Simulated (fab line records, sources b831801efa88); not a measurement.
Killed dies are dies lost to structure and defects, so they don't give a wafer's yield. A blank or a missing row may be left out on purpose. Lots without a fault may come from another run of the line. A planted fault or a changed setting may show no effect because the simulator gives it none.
Tool commonality check | flow sky130 | 13 lots, 39 wafers sampled

WHY IT WAS OPENED
At SKY_VT_ADJUST_HVTP_TW_MEAS_11 the reading VT_ADJUST_HVTP_TW is flagged on 1 of 13 lots. Wafers without a fault read 1355, standard deviation 17.
Rule: a lot is flagged when every wafer of it that has a number lies more than 4 standard deviations from that mean, or none has a number. The other lots count as sound.

lot  | measured     | on            | VT_ADJUST_HVTP_TW, wafer by wafer | flag
L860 | day 5 23:57  | film_metro-03 | 1371 1372 1391                    |
L861 | day 6 08:06  | film_metro-04 | 1371 1374 1373                    |
L863 | day 6 20:42  | film_metro-04 | 1385 1372 1369                    |
L864 | day 7 00:18  | film_metro-04 | 1362 1356 1358                    |
L867 | day 7 18:50  | film_metro-01 | 1330 1337 1323                    |
L869 | day 8 08:44  | film_metro-03 | 1368 1375 1375                    |
L871 | day 8 22:04  | film_metro-01 | 1333 1340 1337                    |
L872 | day 9 03:23  | film_metro-04 | 1362 1364 1363                    |
L873 | day 9 08:34  | film_metro-01 | 1341 1338 1342                    |
L876 | day 10 05:04 | film_metro-01 | 1342 1337 1333                    |
L877 | day 10 11:48 | film_metro-01 | 1334 1335 1336                    |
L879 | day 11 05:31 | film_metro-01 | 30 30 29                          | FLAGGED
L883 | day 12 21:12 | film_metro-04 | 1366 1366 1367                    |
The numbers of the flagged lots are 30 on average: -1325 against the usual, or -78 standard deviations.

WHICH TOOL RAN EACH LOT
The record holds 2 process steps before the reading, out of a route of 708 steps. In each cell: the tool, then ch and the chambers that the sampled wafers went through, then the start.
lot  | flag    | SKY_NWELL_STRIP_25                   | SKY_VT_ADJUST_HVTP_STRIP_10
L860 |         | plasma_asher-02 ch 0, day 5 04:23    | plasma_asher-02 ch 0,1, day 5 23:51
L861 |         | plasma_asher-01 ch 0,1, day 5 12:47  | plasma_asher-02 ch 0,1, day 6 08:00
L863 |         | plasma_asher-01 ch 0,1, day 6 01:12  | plasma_asher-04 ch 0, day 6 20:36
L864 |         | plasma_asher-01 ch 0,1, day 6 04:57  | plasma_asher-01 ch 0,1, day 7 00:12
L867 |         | plasma_asher-02 ch 0,1, day 6 22:29  | plasma_asher-04 ch 1, day 7 18:43
L869 |         | plasma_asher-03 ch 0,1, day 7 12:38  | plasma_asher-01 ch 0,1, day 8 08:40
L871 |         | plasma_asher-01 ch 0,1, day 8 01:11  | plasma_asher-02 ch 0,1, day 8 21:58
L872 |         | plasma_asher-03 ch 0,1, day 8 06:38  | plasma_asher-04 ch 0,1, day 9 03:16
L873 |         | plasma_asher-01 ch 0,1, day 8 12:29  | plasma_asher-01 ch 0,1, day 9 08:28
L876 |         | plasma_asher-02 ch 0,1, day 9 05:54  | plasma_asher-04 ch 0,1, day 10 04:57
L877 |         | plasma_asher-03 ch 0,1, day 9 12:32  | plasma_asher-01 ch 0,1, day 10 11:42
L879 | FLAGGED | plasma_asher-01 ch 0,1, day 10 05:08 | plasma_asher-04 ch 0,1, day 11 05:25
L883 |         | plasma_asher-03 ch 0,1, day 11 19:59 | plasma_asher-01 ch 0,1, day 12 21:06
What these steps do:
- SKY_NWELL_STRIP_25: strips in O2/N2.
- SKY_VT_ADJUST_HVTP_STRIP_10: strips in O2/N2.
- SKY_VT_ADJUST_HVTP_TW_MEAS_11

FLAGGED OVER TOTAL, TOOL BY TOOL (the gauges that took the reading come last)
step                          | tool            | lots run | flagged | share of the flagged lots | sound lots run after its first flagged lot
SKY_NWELL_STRIP_25            | plasma_asher-01 | 6        | 1       | all                       | 0
SKY_NWELL_STRIP_25            | plasma_asher-02 | 3        | 0       | none                      | -
SKY_NWELL_STRIP_25            | plasma_asher-03 | 4        | 0       | none                      | -
SKY_VT_ADJUST_HVTP_STRIP_10   | plasma_asher-01 | 5        | 0       | none                      | -
SKY_VT_ADJUST_HVTP_STRIP_10   | plasma_asher-02 | 3        | 0       | none                      | -
SKY_VT_ADJUST_HVTP_STRIP_10   | plasma_asher-04 | 5        | 1       | all                       | 0
SKY_VT_ADJUST_HVTP_TW_MEAS_11 | film_metro-01   | 6        | 1       | all                       | 0
SKY_VT_ADJUST_HVTP_TW_MEAS_11 | film_metro-03   | 2        | 0       | none                      | -
SKY_VT_ADJUST_HVTP_TW_MEAS_11 | film_metro-04   | 5        | 0       | none                      | -

WHAT THE TABLE ALLOWS
3 rows of the table ran every flagged lot: plasma_asher-01 at SKY_NWELL_STRIP_25, plasma_asher-04 at SKY_VT_ADJUST_HVTP_STRIP_10, film_metro-01 at SKY_VT_ADJUST_HVTP_TW_MEAS_11.
- plasma_asher-01 at SKY_NWELL_STRIP_25: 1 of its 6 lots flagged. Its last sound lot is L873 (day 8 12:29), its first flagged lot L879 (day 10 05:08): a fault that began between those two fits. Its own readings lie more than 4 standard deviations out on every wafer of the flagged lots: oes_product_au.
- plasma_asher-04 at SKY_VT_ADJUST_HVTP_STRIP_10: 1 of its 5 lots flagged. Its last sound lot is L876 (day 10 04:57), its first flagged lot L879 (day 11 05:25): a fault that began between those two fits. Its own readings lie more than 4 standard deviations out on every wafer of the flagged lots: strip_time_to_endpoint_s.
- film_metro-01 at SKY_VT_ADJUST_HVTP_TW_MEAS_11: 1 of its 6 lots flagged. Its last sound lot is L877 (day 10 11:48), its first flagged lot L879 (day 11 05:31): a fault that began between those two fits.
Counting lots can't tell these 3 tools apart, because each fits a fault that began at some hour. More lots, or a look at what each step does to the wafer, might.

WHAT THE SIMULATOR HAD PUT IN
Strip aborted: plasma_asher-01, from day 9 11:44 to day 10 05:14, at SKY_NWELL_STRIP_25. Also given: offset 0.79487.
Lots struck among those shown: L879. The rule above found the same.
